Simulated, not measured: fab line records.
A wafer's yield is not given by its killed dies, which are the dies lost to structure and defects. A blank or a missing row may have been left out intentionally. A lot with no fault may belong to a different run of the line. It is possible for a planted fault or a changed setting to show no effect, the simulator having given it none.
Chamber matching -- flow gf180mcu -- GF_V3_CVD_02 on pecvd-01 has 3 sister chambers
The step deposits SiO2 from TEOS, target thk 850 nm, time 94.851 s. 3 wafers are shown with their chamber, then 8 later ones without.

WAFERS WITH THEIR CHAMBER
wafer,chamber,heater power w (W)
L228.1,1,661
L228.6,2,555
L236.2,0,690

WAFERS WHOSE CHAMBER IS MISSING
wafer,heater power w (W)
L236.3,722
L236.5,701
L238.2,626
L238.3,704
L238.4,788
L240.2,681
L240.5,714
L240.6,720

CHAMBER TAKEN BY EACH
wafer,from the rows above,in truth
L236.3,can't be placed: 0 or 1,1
L236.5,can't be placed: 0 or 1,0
L238.2,can't be placed: 1 or 0 or 2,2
L238.3,can't be placed: 0 or 1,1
L238.4,can't be placed: 0 or 1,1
L240.2,can't be placed: 0 or 1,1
L240.5,can't be placed: 0 or 1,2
L240.6,can't be placed: 0 or 1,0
Correct placement for 0 of the 8. From these rows, 8 cannot be placed; in 7 the true chamber is one of the candidates. Wrongly placed: 0.
How it was worked out, from the rows above alone: a wafer's distance from a chamber is the root of the sum, over the readings, of the square of ((its reading less the chamber's mean) divided by the reading's scatter). If the next closest chamber is less than 2 further off than the closest, the wafer can't be placed; otherwise it belongs to the closest. A chamber's mean is the mean of its shown wafers. The scatter (one wafer shown for each chamber): square how far every hidden wafer sits from the nearest shown wafer, average those squares and take the square root.
